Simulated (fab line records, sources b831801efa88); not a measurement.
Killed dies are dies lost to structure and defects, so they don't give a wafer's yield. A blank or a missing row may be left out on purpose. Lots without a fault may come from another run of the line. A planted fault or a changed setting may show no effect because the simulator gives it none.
Which tool did it? | flow sfq_line | 13 lots, 39 wafers sampled, at 3 steps of a route of 325

WHAT THE GAUGES READ, wafer by wafer
SFQ_M2_RS_MEAS_914: measures by four-point-probe.
lot  | measured     | on            | M2_NB_RS (ohm/sq)
L589 | day 29 09:34 | film_metro-02 | 0.913 0.905 0.905
L590 | day 30 17:39 | film_metro-02 | 0.890 0.882 0.886
L595 | day 33 03:22 | film_metro-04 | 0.883 0.892 0.893
L596 | day 33 04:33 | film_metro-04 | 0.899 0.903 0.895
L601 | day 33 23:46 | film_metro-02 | 0.873 0.883 0.889
L603 | day 34 08:10 | film_metro-03 | 0.889 0.880 0.890
L604 | day 34 12:58 | film_metro-02 | 0.882 0.898 0.891
L605 | day 34 18:57 | film_metro-04 | 0.891 0.906 0.898
L606 | day 35 11:45 | film_metro-02 | 0.899 0.898 0.893
L608 | day 36 20:20 | film_metro-04 | 0.899 0.894 0.901
L609 | day 37 02:19 | film_metro-04 | 0.895 0.894 0.893
L610 | day 37 07:08 | film_metro-04 | 0.896 0.881 0.895
L612 | day 37 20:26 | film_metro-04 | 0.892 0.896 0.899

SFQ_I4_OVL_MEAS_928.
lot  | measured     | on         | I4_OVL (nm)
L589 | day 54 17:07 | overlay-01 | -6 -7 -8
L590 | day 54 18:19 | overlay-01 | 6 -3 4
L595 | day 59 20:41 | overlay-02 | 7 8 8
L596 | day 60 01:29 | overlay-02 | 1 7 1
L601 | day 61 09:53 | overlay-01 | 7 3 5
L603 | day 62 02:48 | overlay-01 | 1 3 1
L604 | day 62 05:12 | overlay-01 | 7 10 6
L605 | day 62 12:24 | overlay-01 | 13 14 16
L606 | day 63 02:48 | overlay-01 | 4 -5 2
L608 | day 66 04:17 | overlay-01 | -3 3 4
L609 | day 66 11:29 | overlay-02 | 12 6 9
L610 | day 66 21:34 | overlay-02 | 0 1 2
L612 | day 67 04:45 | overlay-02 | 1 0 -2

WHICH TOOL RAN EACH LOT (tool, then ch and the chambers of the sampled wafers, then the start)
lot  | SFQ_TRILAYER_I3_DEP_PECVD_081
L589 | pecvd-04 ch 0,1,2, day 36 22:36
L590 | pecvd-03 ch 0,1, day 37 15:26
L595 | pecvd-02 ch 0,1, day 45 02:35
L596 | pecvd-02 ch 0,2, day 45 08:35
L601 | pecvd-04 ch 0,1, day 46 03:47
L603 | pecvd-03 ch 0,1, day 46 07:23
L604 | pecvd-04 ch 1, day 46 11:35
L605 | pecvd-02 ch 0,1,2, day 46 13:23
L606 | pecvd-04 ch 1,2, day 46 19:34
L608 | pecvd-03 ch 0,1, day 51 23:01
L609 | pecvd-02 ch 1,2, day 52 06:13
L610 | pecvd-03 ch 0,1,2, day 52 13:25
L612 | pecvd-03 ch 0,1,2, day 52 19:59
- SFQ_TRILAYER_I3_DEP_PECVD_081: deposits SiO2 from SiH4/N2O, time 111.11 s, target thk 500 nm.

WHAT THE TOOLS THEMSELVES READ (means of the sampled wafers that have a number; where no wafer has one, the mark that the record gives instead)
SFQ_TRILAYER_I3_DEP_PECVD_081.
lot  | tool     | heater_power_w (W) | throttle_valve_pct (%)
L589 | pecvd-04 | 77                 | 23.4
L590 | pecvd-03 | 84                 | 24.2
L595 | pecvd-02 | 93                 | 22.1
L596 | pecvd-02 | 79                 | 23.2
L601 | pecvd-04 | 73                 | 24.3
L603 | pecvd-03 | 80                 | 26.2
L604 | pecvd-04 | 75                 | 25.3
L605 | pecvd-02 | 85                 | 22.6
L606 | pecvd-04 | 79                 | 24.3
L608 | pecvd-03 | 87                 | 26.5
L609 | pecvd-02 | 85                 | 22.0
L610 | pecvd-03 | 87                 | 25.9
L612 | pecvd-03 | 87                 | 25.8

THE ANSWER, worked out from the rows above alone
Rule: what is usual is taken from the lots themselves. Put in order of their means at a reading, lots are off if they are a third of the lots or fewer, leave a main group of 4 or more, and stand apart from it by a gap of 3 or more times the standard deviation of the main group's means; of several such gaps the widest counts. A main group whose means are all the same, to the digits that the tables above print for the reading, isn't used. A lot without any number at a reading at which 4 lots or more have one is off too. The other lots that the step has rows for count as sound. The gauges are gone through in route order, then the tools' own readings, and for those a lot's mean is taken as printed above. The first step at which some lot is off is used, and at that step the reading that is off furthest; a lot without a number counts as furthest.
No lot is off at any reading shown: from this, nothing can be told.

WHAT THE SIMULATOR HAD PUT IN
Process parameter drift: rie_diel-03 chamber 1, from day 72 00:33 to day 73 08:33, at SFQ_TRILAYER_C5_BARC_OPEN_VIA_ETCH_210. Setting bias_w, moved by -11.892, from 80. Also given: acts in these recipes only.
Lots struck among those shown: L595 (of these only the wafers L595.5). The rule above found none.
